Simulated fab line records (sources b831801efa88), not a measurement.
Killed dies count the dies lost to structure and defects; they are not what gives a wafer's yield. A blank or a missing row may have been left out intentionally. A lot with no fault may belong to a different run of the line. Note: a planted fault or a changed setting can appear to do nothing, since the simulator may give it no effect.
Which tool was responsible? / flow sky130 / 36 wafers from 12 lots sampled at 5 of the route's 708 steps

== WHAT THE GAUGES SHOWED, per wafer ==
SKY_VT_ADJUST_LVTN_TW_MEAS_10.
lot=L394; measured=day 7 02:55; on=film-metro-04; VT_ADJUST_LVTN_TW=243.2 243.0 243.2
lot=L396; measured=day 8 05:58; on=film-metro-04; VT_ADJUST_LVTN_TW=244.0 245.0 244.2
lot=L398; measured=day 8 07:46; on=film-metro-04; VT_ADJUST_LVTN_TW=243.2 242.2 244.0
lot=L399; measured=day 8 21:41; on=film-metro-03; VT_ADJUST_LVTN_TW=241.6 241.8 243.1
lot=L400; measured=day 9 12:12; on=film-metro-02; VT_ADJUST_LVTN_TW=245.0 247.0 245.4
lot=L403; measured=day 9 16:11; on=film-metro-02; VT_ADJUST_LVTN_TW=245.5 245.0 245.7
lot=L404; measured=day 10 03:06; on=film-metro-04; VT_ADJUST_LVTN_TW=241.3 243.3 241.7
lot=L408; measured=day 11 00:04; on=film-metro-04; VT_ADJUST_LVTN_TW=243.1 244.0 244.0
lot=L409; measured=day 11 02:11; on=film-metro-03; VT_ADJUST_LVTN_TW=239.0 239.6 240.2
lot=L411; measured=day 11 18:39; on=film-metro-03; VT_ADJUST_LVTN_TW=239.3 240.3 239.9
lot=L413; measured=day 12 11:28; on=film-metro-02; VT_ADJUST_LVTN_TW=244.9 244.4 244.3
lot=L417; measured=day 13 07:13; on=film-metro-04; VT_ADJUST_LVTN_TW=242.6 241.3 242.2

SKY_POLY_CUT_CD_MEAS_08 targets a cd of 270 nm.
lot=L394; measured=day 24 12:16; on=cd-sem-01; cd-nm (nm)=271.9 269.6 271.2
lot=L396; measured=day 25 19:22; on=cd-sem-02; cd-nm (nm)=271.8 272.8 272.0
lot=L398; measured=day 26 00:11; on=cd-sem-01; cd-nm (nm)=265.2 266.0 265.1
lot=L399; measured=day 26 19:50; on=cd-sem-01; cd-nm (nm)=270.0 269.7 269.5
lot=L400; measured=day 27 17:12; on=cd-sem-01; cd-nm (nm)=270.0 269.7 268.7
lot=L403; measured=day 28 02:59; on=cd-sem-02; cd-nm (nm)=272.2 270.8 269.1
lot=L404; measured=day 28 11:12; on=cd-sem-01; cd-nm (nm)=269.9 270.4 270.9
lot=L408; measured=day 29 08:25; on=cd-sem-01; cd-nm (nm)=270.2 270.8 270.9
lot=L409; measured=day 29 14:45; on=cd-sem-01; cd-nm (nm)=271.0 271.0 271.5
lot=L411; measured=day 30 10:47; on=cd-sem-01; cd-nm (nm)=270.2 269.9 268.4
lot=L413; measured=day 31 01:13; on=cd-sem-02; cd-nm (nm)=269.8 269.1 268.8
lot=L417; measured=day 31 23:10; on=cd-sem-02; cd-nm (nm)=267.5 268.5 267.6

== WHICH TOOL RAN EACH LOT (tool, then ch and the chambers of the sampled wafers, then the start) ==
lot=L394; SKY_NWELL_STRIP_25=plasma-asher-02 ch 0,1, day 5 12:57; SKY_VT_ADJUST_HVTR_COAT_02=litho-track-04 ch 0, day 9 06:23; SKY_VT_ADJUST_HVTR_STRIP_10=plasma-asher-04 ch 0,1, day 9 17:45
lot=L396; SKY_NWELL_STRIP_25=plasma-asher-01 ch 0,1, day 6 13:44; SKY_VT_ADJUST_HVTR_COAT_02=litho-track-03 ch 0, day 10 10:19; SKY_VT_ADJUST_HVTR_STRIP_10=plasma-asher-02 ch 0,1, day 10 21:53
lot=L398; SKY_NWELL_STRIP_25=plasma-asher-01 ch 0,1, day 6 14:37; SKY_VT_ADJUST_HVTR_COAT_02=litho-track-01 ch 0, day 10 14:22; SKY_VT_ADJUST_HVTR_STRIP_10=plasma-asher-04 ch 0,1, day 11 02:08
lot=L399; SKY_NWELL_STRIP_25=plasma-asher-01 ch 0,1, day 7 04:07; SKY_VT_ADJUST_HVTR_COAT_02=litho-track-01 ch 0, day 11 04:22; SKY_VT_ADJUST_HVTR_STRIP_10=plasma-asher-04 ch 0,1, day 11 16:49
lot=L400; SKY_NWELL_STRIP_25=plasma-asher-01 ch 0,1, day 7 18:20; SKY_VT_ADJUST_HVTR_COAT_02=litho-track-03 ch 0, day 11 21:20; SKY_VT_ADJUST_HVTR_STRIP_10=plasma-asher-04 ch 0,1, day 12 09:58
lot=L403; SKY_NWELL_STRIP_25=plasma-asher-02 ch 0,1, day 7 21:29; SKY_VT_ADJUST_HVTR_COAT_02=litho-track-01 ch 0, day 12 01:52; SKY_VT_ADJUST_HVTR_STRIP_10=plasma-asher-02 ch 0,1, day 12 14:22
lot=L404; SKY_NWELL_STRIP_25=plasma-asher-04 ch 0,1, day 8 06:28; SKY_VT_ADJUST_HVTR_COAT_02=litho-track-03 ch 0, day 12 12:53; SKY_VT_ADJUST_HVTR_STRIP_10=plasma-asher-02 ch 0,1, day 13 01:26
lot=L408; SKY_NWELL_STRIP_25=plasma-asher-01 ch 0,1, day 9 03:05; SKY_VT_ADJUST_HVTR_COAT_02=litho-track-03 ch 0, day 13 13:16; SKY_VT_ADJUST_HVTR_STRIP_10=plasma-asher-02 ch 1, day 14 02:13
lot=L409; SKY_NWELL_STRIP_25=plasma-asher-04 ch 0,1, day 9 03:29; SKY_VT_ADJUST_HVTR_COAT_02=litho-track-01 ch 0, day 13 15:02; SKY_VT_ADJUST_HVTR_STRIP_10=plasma-asher-02 ch 0,1, day 14 04:34
lot=L411; SKY_NWELL_STRIP_25=plasma-asher-04 ch 0,1, day 9 19:59; SKY_VT_ADJUST_HVTR_COAT_02=litho-track-03 ch 0, day 14 08:44; SKY_VT_ADJUST_HVTR_STRIP_10=plasma-asher-02 ch 0,1, day 14 21:28
lot=L413; SKY_NWELL_STRIP_25=plasma-asher-04 ch 0,1, day 10 10:35; SKY_VT_ADJUST_HVTR_COAT_02=litho-track-01 ch 0, day 15 02:20; SKY_VT_ADJUST_HVTR_STRIP_10=plasma-asher-02 ch 0,1, day 15 16:07
lot=L417; SKY_NWELL_STRIP_25=plasma-asher-01 ch 0,1, day 11 05:41; SKY_VT_ADJUST_HVTR_COAT_02=litho-track-04 ch 0, day 16 00:43; SKY_VT_ADJUST_HVTR_STRIP_10=plasma-asher-01 ch 0, day 16 14:34
- SKY_NWELL_STRIP_25: strips in O2/N2.
- SKY_VT_ADJUST_HVTR_COAT_02: resist thk 1140 nm.
- SKY_VT_ADJUST_HVTR_STRIP_10: strips in O2/N2.

== AS READ BY THE TOOLS THEMSELVES (means over the sampled wafers that have a number; for cases with no such wafer, the mark the record gives instead) ==
SKY_NWELL_STRIP_25.
lot=L394; tool=plasma-asher-02; drypump-motor-current-A (A)=5.6; oes-product-au (a.u.)=0.722; strip-time-to-endpoint-s (s)=36.95
lot=L396; tool=plasma-asher-01; drypump-motor-current-A (A)=5.7; oes-product-au (a.u.)=0.723; strip-time-to-endpoint-s (s)=37.21
lot=L398; tool=plasma-asher-01; drypump-motor-current-A (A)=6.0; oes-product-au (a.u.)=0.722; strip-time-to-endpoint-s (s)=36.93
lot=L399; tool=plasma-asher-01; drypump-motor-current-A (A)=5.8; oes-product-au (a.u.)=0.721; strip-time-to-endpoint-s (s)=37.08
lot=L400; tool=plasma-asher-01; drypump-motor-current-A (A)=6.0; oes-product-au (a.u.)=0.724; strip-time-to-endpoint-s (s)=36.95
lot=L403; tool=plasma-asher-02; drypump-motor-current-A (A)=5.6; oes-product-au (a.u.)=0.724; strip-time-to-endpoint-s (s)=36.98
lot=L404; tool=plasma-asher-04; drypump-motor-current-A (A)=5.8; oes-product-au (a.u.)=0.722; strip-time-to-endpoint-s (s)=37.00
lot=L408; tool=plasma-asher-01; drypump-motor-current-A (A)=5.7; oes-product-au (a.u.)=0.724; strip-time-to-endpoint-s (s)=36.98
lot=L409; tool=plasma-asher-04; drypump-motor-current-A (A)=5.6; oes-product-au (a.u.)=0.722; strip-time-to-endpoint-s (s)=36.91
lot=L411; tool=plasma-asher-04; drypump-motor-current-A (A)=5.8; oes-product-au (a.u.)=0.723; strip-time-to-endpoint-s (s)=36.78
lot=L413; tool=plasma-asher-04; drypump-motor-current-A (A)=5.8; oes-product-au (a.u.)=0.724; strip-time-to-endpoint-s (s)=36.90
lot=L417; tool=plasma-asher-01; drypump-motor-current-A (A)=6.0; oes-product-au (a.u.)=0.725; strip-time-to-endpoint-s (s)=36.93

SKY_VT_ADJUST_HVTR_COAT_02.
lot=L394; tool=litho-track-04; spin-speed-rpm (rpm)=3001.1
lot=L396; tool=litho-track-03; spin-speed-rpm (rpm)=2998.7
lot=L398; tool=litho-track-01; spin-speed-rpm (rpm)=2998.7
lot=L399; tool=litho-track-01; spin-speed-rpm (rpm)=2997.4
lot=L400; tool=litho-track-03; spin-speed-rpm (rpm)=2999.5
lot=L403; tool=litho-track-01; spin-speed-rpm (rpm)=3000.6
lot=L404; tool=litho-track-03; spin-speed-rpm (rpm)=2998.9
lot=L408; tool=litho-track-03; spin-speed-rpm (rpm)=2998.9
lot=L409; tool=litho-track-01; spin-speed-rpm (rpm)=3113.9
lot=L411; tool=litho-track-03; spin-speed-rpm (rpm)=3000.0
lot=L413; tool=litho-track-01; spin-speed-rpm (rpm)=3112.1
lot=L417; tool=litho-track-04; spin-speed-rpm (rpm)=2999.8

SKY_VT_ADJUST_HVTR_STRIP_10.
lot=L394; tool=plasma-asher-04; drypump-motor-current-A (A)=5.79; oes-product-au (a.u.)=0.715; strip-time-to-endpoint-s (s)=14.21
lot=L396; tool=plasma-asher-02; drypump-motor-current-A (A)=5.60; oes-product-au (a.u.)=0.718; strip-time-to-endpoint-s (s)=14.21
lot=L398; tool=plasma-asher-04; drypump-motor-current-A (A)=5.60; oes-product-au (a.u.)=0.714; strip-time-to-endpoint-s (s)=14.17
lot=L399; tool=plasma-asher-04; drypump-motor-current-A (A)=5.56; oes-product-au (a.u.)=0.714; strip-time-to-endpoint-s (s)=14.13
lot=L400; tool=plasma-asher-04; drypump-motor-current-A (A)=5.84; oes-product-au (a.u.)=0.721; strip-time-to-endpoint-s (s)=14.18
lot=L403; tool=plasma-asher-02; drypump-motor-current-A (A)=5.64; oes-product-au (a.u.)=0.715; strip-time-to-endpoint-s (s)=14.25
lot=L404; tool=plasma-asher-02; drypump-motor-current-A (A)=5.59; oes-product-au (a.u.)=0.716; strip-time-to-endpoint-s (s)=14.19
lot=L408; tool=plasma-asher-02; drypump-motor-current-A (A)=5.59; oes-product-au (a.u.)=0.712; strip-time-to-endpoint-s (s)=14.16
lot=L409; tool=plasma-asher-02; drypump-motor-current-A (A)=5.58; oes-product-au (a.u.)=0.715; strip-time-to-endpoint-s (s)=13.92
lot=L411; tool=plasma-asher-02; drypump-motor-current-A (A)=5.59; oes-product-au (a.u.)=0.714; strip-time-to-endpoint-s (s)=14.14
lot=L413; tool=plasma-asher-02; drypump-motor-current-A (A)=5.63; oes-product-au (a.u.)=0.712; strip-time-to-endpoint-s (s)=13.89
lot=L417; tool=plasma-asher-01; drypump-motor-current-A (A)=5.54; oes-product-au (a.u.)=0.713; strip-time-to-endpoint-s (s)=14.22

== THE ANSWER, worked out from the rows above alone ==
Rule: the lots themselves supply what counts as usual. Put in order of their means at a reading, lots are off if they are a third of the lots or fewer, leave a main group of 4 or more, and stand apart from it by a gap of 3 or more times the standard deviation of the main group's means; of several such gaps the widest counts. The tables above print the reading to a certain number of digits; a main group whose means all agree to those digits is not used. Also off: a lot with no number at a reading for which 4 or more lots have one. Any other lot the step has rows for is counted as sound. Order of review: gauges by route order, followed by the tools' own readings, for which a lot's mean as printed above is used. At the first step where some lot is off, the reading lying furthest off is the one used; lots without a number count as furthest.
Off, at SKY_VT_ADJUST_HVTR_COAT_02 on spin-speed-rpm: L409, L413. The main group has a mean of 2999.4 rpm with a standard deviation of 1.
If a tool, at that step or one of the process steps before it, ran each lot that is off and ran no sound lot following the first of them, it fits. One candidate fits, namely litho-track-01 at SKY_VT_ADJUST_HVTR_COAT_02. A fault onset in the window from L403 (day 12 01:52, its last sound lot) to L409 (day 13 15:02, its first lot off) fits.
The tool's own readings at SKY_VT_ADJUST_HVTR_COAT_02 bear it out: on the lots that are off they differ by more than 5 times the standard deviation of the sound lots' means. spin-speed-rpm reads 3113.0 rpm there against 2999.4 rpm on the sound lots.

== WHAT THE SIMULATOR PUT IN ==
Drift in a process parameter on litho-track-01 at SKY_VT_ADJUST_HVTR_COAT_02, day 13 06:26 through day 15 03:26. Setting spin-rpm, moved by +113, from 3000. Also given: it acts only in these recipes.
Lots struck among those shown: L409, L413. Same finding as the rule above.
